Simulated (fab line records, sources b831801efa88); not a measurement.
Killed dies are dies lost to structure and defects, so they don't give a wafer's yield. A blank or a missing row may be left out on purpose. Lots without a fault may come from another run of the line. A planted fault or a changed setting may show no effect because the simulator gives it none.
A struck lot beside a sound one | flow sky130 | 29 steps out of a route of 708
Sound: wafers L373.2, L373.4, L373.5. Struck: wafers L377.1, L377.2, L377.5. The cause comes at the end.
At each step with rows: each side's tool, then ch and its chambers, then its first start. Under that, the readings that differ: sound wafers | struck wafers | difference of the means | sigmas: that difference in standard deviations of wafers without a fault.
alike: readings whose means differ by less than 2 such deviations, and words and numbers that are the same on both sides. not compared: withheld readings, readings that some wafer has no value for, bounds like >300 that may hide the same value, and numbers for which the record gives no deviation and whose values overlap.
The two part at a step that has a row with sigmas, a row that says differs or no value, or rows on one side only. Numbers that don't overlap but have no deviation are shown without sigmas and don't part them. A reading that every wafer of one side lacks parts them only if that side has two wafers or more.

SKY_PWDE_STRIP_09: strips in O2/N2.
  sound on plasma_asher-01 ch 0,1, day 4 15:59; struck on plasma_asher-01 ch 0,1, day 5 23:41
  alike: drypump_motor_current_A, oes_product_au, strip_time_to_endpoint_s
  not compared: rf_hours_counter_h
SKY_PWDE_TW_MEAS_10:
  sound on film_metro-02, day 4 16:06; struck on film_metro-04, day 5 23:47
  alike: PWDE_TW
then, 7 steps without rows for these wafers: SKY_NWELL_DEHYDRATE_03 (time 60 s); SKY_NWELL_HMDS_04 (prime time 60 s); SKY_NWELL_COAT_05 (resist thk 3000 nm); SKY_NWELL_SOFTBAKE_06; SKY_NWELL_EXPOSE_07 (exposes mask NWM, target cd 840 nm); SKY_NWELL_PEB_08; SKY_NWELL_DEVELOP_09 (develop time 60 s).
SKY_NWELL_OVL_MEAS_10:
  sound on overlay-01, day 5 08:10; struck on overlay-02, day 6 17:10
  alike: NWELL_00_OVL
then, 2 steps without rows for these wafers: SKY_NWELL_IMPLANT_11; SKY_NWELL_IMPLANT_12.
SKY_NWELL_IMPLANT_13:
  sound on implanter-04 ch 0, day 5 08:31; struck on implanter-03, day 6 17:30
  no value came back on the struck wafers for beam_energy_keV, beam_on_s (s), end_station_pressure_torr (Torr); on the sound wafers beam_energy_keV reads 50.000 49.996 50.001
SKY_NWELL_STRIP_14: strips in O2/N2.
  sound on plasma_asher-03 ch 0, day 5 08:39; struck on plasma_asher-03 ch 0,1, day 6 17:39
  alike: drypump_motor_current_A, oes_product_au, strip_time_to_endpoint_s
  not compared: rf_hours_counter_h
SKY_NWELL_TW_MEAS_15:
  sound on film_metro-04, day 5 08:46; struck on film_metro-02, day 6 17:47
  reading  | sound          | struck         | difference | sigmas
  NWELL_TW | 1815 1820 1822 | 1795 1786 1791 | -28        | -2
then, 7 steps without rows for these wafers: SKY_NWELL_DEHYDRATE_16 (time 60 s); SKY_NWELL_HMDS_17 (prime time 60 s); SKY_NWELL_COAT_18 (resist thk 3000 nm); SKY_NWELL_SOFTBAKE_19; SKY_NWELL_EXPOSE_20 (exposes mask NWM COMPLEMENT, target cd 840 nm); SKY_NWELL_PEB_21; SKY_NWELL_DEVELOP_22 (develop time 60 s).
SKY_NWELL_OVL_MEAS_23:
  sound on overlay-02, day 6 01:46; struck on overlay-02, day 7 11:46
  alike: NWELL_01_OVL
then, 1 step without rows for these wafers: SKY_NWELL_IMPLANT_24.
SKY_NWELL_STRIP_25: strips in O2/N2.
  sound on plasma_asher-02 ch 0, day 6 01:56; struck on plasma_asher-03 ch 0,1, day 7 11:58
  reading                      | sound             | struck            | difference | sigmas
  strip_time_to_endpoint_s (s) | 37.14 37.20 37.17 | 36.83 36.93 36.97 | -0.26      | -2
  alike: drypump_motor_current_A, oes_product_au
  not compared: rf_hours_counter_h
SKY_NWELL_TW_MEAS_26:
  sound on film_metro-02, day 6 02:03; struck on film_metro-04, day 7 12:04
  alike: NWELL_2_TW
then, 1 step without rows for these wafers: SKY_NWELL_CLEAN_27 (cleans in SC1/SC2, time 150 s).
SKY_NWELL_RTA_28: time 30 s.
  sound on rtp_anneal-01 ch 0, day 6 02:10; struck on rtp_anneal-02 ch 0, day 7 12:10
  alike: lamp_power_pct, ramp_up_c_per_s, wafer_temp_C_max
SKY_NWELL_RS_MEAS_29: measures by four-point-probe.
  sound on film_metro-04, day 6 02:16; struck on film_metro-04, day 7 12:16
  reading           | sound             | struck            | difference | sigmas
  NWELL_RS (ohm/sq) | 625.6 623.8 623.3 | 655.5 652.3 654.9 | +30.0      | +18

WHERE THEY PART
First at SKY_NWELL_IMPLANT_13; last, within this record, at SKY_NWELL_RS_MEAS_29.

WHY: what the simulator had put in
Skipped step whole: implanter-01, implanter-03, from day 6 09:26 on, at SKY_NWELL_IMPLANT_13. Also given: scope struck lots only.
